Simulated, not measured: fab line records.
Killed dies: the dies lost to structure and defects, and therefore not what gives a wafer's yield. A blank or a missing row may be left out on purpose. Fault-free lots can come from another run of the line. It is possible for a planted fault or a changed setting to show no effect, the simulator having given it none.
fab line records | flow sfq-line | part 2 of 2: steps 31 to 40 of 40
record: lots: 5 wafers: 15 last-day: 91
route steps=325 shown I5@232 C5@240 M6@251 I6@266
lots that met no fault: taken from a fault-free run of the same line
start-h: hours from the record's opening day to when the first of the lot's shown wafers began | wait-h: hours since the lot's step before | " unchanged from the row above | L1.1+2: one row covering several wafers at once | - no value, or no start was given | * or withheld: withheld | < > ~ a bound
route shown NAME@n: names a module that has steps shown in the file, with the first one's number in the route | usual: the fault-free wafers' mean and standard deviation | same: alike in all rows | chamber/n: place in a boat | sites: readings site by site | _std_site: their standard deviation | _edge_site: outer sites' mean less inner sites' | radius-mm: for every site, how far away it sits from the centre of the wafer | mask NAME#n: copy n | behind: tool/chamber where the wafer was last shaped | hold: reason for holding the lot/hours on hold/outcome of the hold | device: transistor that didn't switch, given as n, p or np | end of line: the tests these same wafers got at the end of their route | step lacking rows: just its recipe | killed: the dies lost at the first sort to structure and to defects; this is not the yield of the wafer | map: shows each die of a wafer: x if killed, . if not, _ if none is there
set.NAME: the setting the step ran with; set.NAME@STEP: the setting that earlier step ran with | model.NAME: the simulator's own value behind a step, which no gauge read
a table for each step, a row for each wafer; lots at some steps of the route
services: the hour from which a tool's chamber was out of use, counted from the record's first day as start-h (under 0 if before that day), plus the number of hours and why
== steps ==
step: SFQ_TRILAYER_M6_ETCH_METAL_ETCH_162
recipe: target: Nb stop-on: SiO2 mask-material: PR chemistry: Cl2/Ar target-depth-nm: 240 icp-w: 600 bias-w: 80 pressure-mtorr: 10 time-s: 120
usual: drypump-motor-current-A: 5.6/0.48 oes-product-au: 0.892/0.0082
columns lot.wafer tool chamber start-h wait-h drypump-motor-current-A oes-product-au rf-hours-counter-h
L075.2 rie-metal-02 1 1655.65 0.0 6.4 0.887 34
L075.3 " 1 " " 6.4 0.886 -
L075.5 " 1 " " 6.4 0.880 -
L080.2 rie-metal-02 1 1704.15 0.0 6.5 0.893 43
L080.4 " 0 " " 5.3 0.894 -
L080.6 " 0 " " 5.3 0.901 -
L087.4 rie-metal-04 0 1966.17 0.1 5.3 0.887 -
L087.5 " 0 " " 5.3 0.898 -
L087.6 " 1 " " 5.1 0.886 -
L089.2 rie-metal-02 1 1980.63 0.1 6.4 0.873 -
L089.3 " 1 " " 6.5 0.890 -
L089.6 " 1 " " 6.4 0.894 -
L091.2 rie-metal-02 1 1987.83 0.1 6.5 0.887 -
L091.3 " 1 " " 6.5 0.901 -
L091.6 " 1 " " 6.4 0.892 -
step: SFQ_TRILAYER_M6_STRIP_STRIP_163
recipe: gas: O2 power-w: 200 platen-temp-c: 40 overash-fraction: 0.65 chemistry: O2 pressure-mtorr: 50
usual: drypump-motor-current-A: 5.6/0.48 oes-product-au: 1.002/0.0083
columns lot.wafer tool chamber start-h wait-h drypump-motor-current-A oes-product-au rf-hours-counter-h
L075.2 rie-metal-02 1 1655.78 0.1 6.5 0.997 35
L075.3 " 1 " " 6.5 0.990 -
L075.5 " 1 " " 6.5 0.989 -
L080.2 rie-metal-02 1 1704.27 0.1 6.5 0.999 43
L080.4 " 0 " " 5.3 0.994 -
L080.6 " 0 " " 5.3 0.992 -
L087.4 rie-metal-04 0 1966.45 0.2 5.3 0.995 -
L087.5 " 0 " " 5.3 0.995 -
L087.6 " 1 " " 5.1 1.000 -
L089.2 rie-metal-02 1 1981.03 0.4 6.4 0.995 -
L089.3 " 1 " " 6.4 1.000 -
L089.6 " 1 " " 6.4 0.997 -
L091.2 rie-metal-02 1 1988.23 0.4 6.4 0.990 -
L091.3 " 1 " " 6.5 0.998 -
L091.6 " 1 " " 6.5 0.999 -
step: SFQ_TRILAYER_M6_STRIP_SOLV_CLEAN_164
recipe: chemistry: NMP temp-c: 70 time-s: 600
columns lot.wafer tool chamber start-h wait-h
L075.2+3+5 wet-bench-02 0,1,5 1656.38 0.4
L080.2+4+6 wet-bench-02 6,4,3 1704.87 0.4
L087.4+5+6 wet-bench-04 7,0,6 1966.85 0.2
L089.2+3+6 wet-bench-02 6,5,2 1982.03 0.8
L091.2+3+6 wet-bench-02 0,7,5 1989.23 0.8
step: SFQ_TRILAYER_I6_DEP_PECVD_165
recipe: material: SiO2 temp-c: 150 time-s: 111.11 pressure-torr: 2.4 rf-w: 183.3 precursor: SiH4/N2O target-thk-nm: 500
usual: heater-power-w: 93/14 throttle-valve-pct: 25.6/1.8
columns lot.wafer tool chamber start-h wait-h heater-power-w throttle-valve-pct
L075.2 pecvd-02 2 1656.55 0.0 101 29.5
L075.3 " 1 " " 103 25.8
L075.5 " 1 " " 104 25.8
L080.2 pecvd-02 0 1705.05 0.0 82 24.8
L080.4 " 2 " " 112 29.7
L080.6 " 1 " " 96 25.8
L087.4 pecvd-02 1 1967.06 0.0 98 25.6
L087.5 " 0 " " 79 24.9
L087.6 " 2 " " 118 29.8
L089.2 pecvd-03 0 1982.21 0.0 105 27.5
L089.3 " 1 " " 90 25.0
L089.6 " 1 " " 94 24.7
L091.2 pecvd-03 1 1989.41 0.0 98 24.6
L091.3 " 2 " " 78 23.7
L091.6 " 2 " " 64 23.6
step: SFQ_TRILAYER_I6_CMP_CMP_166
recipe: material: SiO2 down-force-psi: 3 platen-rpm: 60 pad-velocity-m-s: 0.94248
usual: motor-current-A: 10.2/0.74 time-to-endpoint-s: 221/8.5
columns lot.wafer tool chamber start-h wait-h motor-current-A time-to-endpoint-s
L075.2 cmp-01 3 1659.00 2.4 10.1 222
L075.3 " 0 " " 10.9 211
L075.5 " 3 1661.00 4.4 10.1 226
L080.2 cmp-02 1 1706.20 1.1 10.1 231
L080.4 " 0 1707.70 2.6 8.6 230
L080.6 " 1 " " 11.2 224
L087.4 cmp-01 2 1968.60 1.5 9.6 228
L087.6 " 3 " " 9.9 237
L087.5 " 0 " " 10.5 229
L089.2 cmp-01 1 1982.29 0.0 10.0 225
L089.3 " 0 1983.79 1.5 11.2 218
L089.6 " 2 1984.79 2.5 9.5 231
L091.2 cmp-01 0 1991.79 2.3 10.7 220
L091.3 " 2 1992.79 3.3 9.8 223
L091.6 " 0 1993.79 4.3 10.7 220
step: SFQ_I6_BOW_MEAS_941
recipe: mode: bow
usual: I6_BOW: 6/9.8
columns lot.wafer tool chamber start-h wait-h I6_BOW[um]
L075.2 film-metro-03 - 1661.52 2.0 -11
L075.3 " - " " 9
L075.5 " - " " -9
L080.2 film-metro-03 - 1709.22 2.5 -3
L080.4 " - " " -5
L080.6 " - " " -7
L087.4 film-metro-02 - 1970.16 1.1 -6
L087.5 " - " " 1
L087.6 " - " " -9
L089.2 film-metro-03 - 1985.31 2.5 12
L089.3 " - " " -2
L089.6 " - " " 13
L091.2 film-metro-03 - 1994.31 2.0 2
L091.3 " - " " 10
L091.6 " - " " 0
step: SFQ_TRILAYER_I6_METRO_MEASURE_167
usual: thk-nm: 200.8/1.2
columns lot.wafer tool chamber start-h wait-h thk-nm
L075.2 film-metro-03 - 1661.82 0.3 201.3
L075.3 " - " " 199.0
L075.5 " - " " 201.8
L080.2 film-metro-03 - 1709.52 0.3 202.5
L080.4 " - " " 201.7
L080.6 " - " " 202.1
L087.4 film-metro-02 - 1970.82 0.6 200.7
L087.5 " - " " 200.4
L087.6 " - " " 201.2
L089.2 film-metro-03 - 1985.61 0.3 201.4
L089.3 " - " " 201.9
L089.6 " - " " 200.4
L091.2 film-metro-03 - 1994.61 0.3 199.9
L091.3 " - " " 199.8
L091.6 " - " " 199.3
step: SFQ_TRILAYER_I6_VIA_LITHO_COAT_174
recipe: resist: BARC spin-rpm: 3000 resist-thk-nm: 62
columns lot.wafer tool chamber start-h wait-h
L075.2+3+5 litho-track-02 0 1662.87 0.8
L080.2+4+6 litho-track-03 0 1710.57 0.8
L087.4+5+6 litho-track-03 0 1971.57 0.6
L089.2+3+6 litho-track-02 0 1986.66 0.8
L091.2+3+6 litho-track-02 0 1995.66 0.8
step: SFQ_TRILAYER_I6_VIA_LITHO_COAT_169
recipe: resist: KrF spin-rpm: 3000 resist-thk-nm: 650
columns lot.wafer tool chamber start-h wait-h
L075.2+3+5 litho-track-02 0 1663.17 0.2
L080.2+4+6 litho-track-03 0 1710.87 0.2
L087.4+5+6 litho-track-03 0 1971.87 0.2
L089.2+3+6 litho-track-02 0 1986.96 0.2
L091.2+3+6 litho-track-02 0 1995.96 0.2
step: SFQ_TRILAYER_I6_VIA_LITHO_SOFTBAKE_173
recipe: temp-c: withheld time-s: withheld resist: KrF
columns lot.wafer tool chamber start-h wait-h
L075.2+3+5 litho-track-02 0 1663.45 0.2
L080.2+4+6 litho-track-03 0 1711.15 0.2
L087.4+5+6 litho-track-03 0 1972.10 0.2
L089.2+3+6 litho-track-02 0 1987.23 0.2
L091.2+3+6 litho-track-02 0 1996.23 0.2
== services ==
columns tool chamber start-h hours kind
krf-scanner-02 - 1634.42 2.1 repair
krf-scanner-02 - 1658.31 1.3 pm
rie-metal-04 0 1668.23 7.6 repair
rie-diel-04 3 1677.75 22.3 repair
krf-scanner-02 - 1679.50 0.6 repair
rie-diel-04 0 1684.81 13.6 repair
rie-diel-03 1 1710.62 4.7 repair
krf-scanner-02 - 1712.15 1.0 pm
krf-scanner-02 - 1713.15 4.0 pm
krf-scanner-02 - 1728.59 0.7 repair
rie-diel-02 1 1746.07 10.6 repair
krf-scanner-02 - 1763.60 0.8 pm
rie-diel-02 - 1765.66 0.4 repair
rie-diel-04 - 1782.91 1.2 repair
rie-metal-04 1 1809.49 3.3 repair
rie-diel-03 - 1810.53 0.3 repair
rie-diel-02 3 1821.16 8.9 repair
krf-scanner-02 - 1829.15 1.3 pm
rie-metal-02 - 1829.42 0.1 repair
rie-metal-02 - 1860.86 0.8 repair
krf-scanner-02 - 1881.44 1.0 pm
rie-diel-03 0 1905.83 11.0 repair
krf-scanner-02 - 1929.03 0.8 pm
rie-metal-02 0 1979.83 8.4 repair
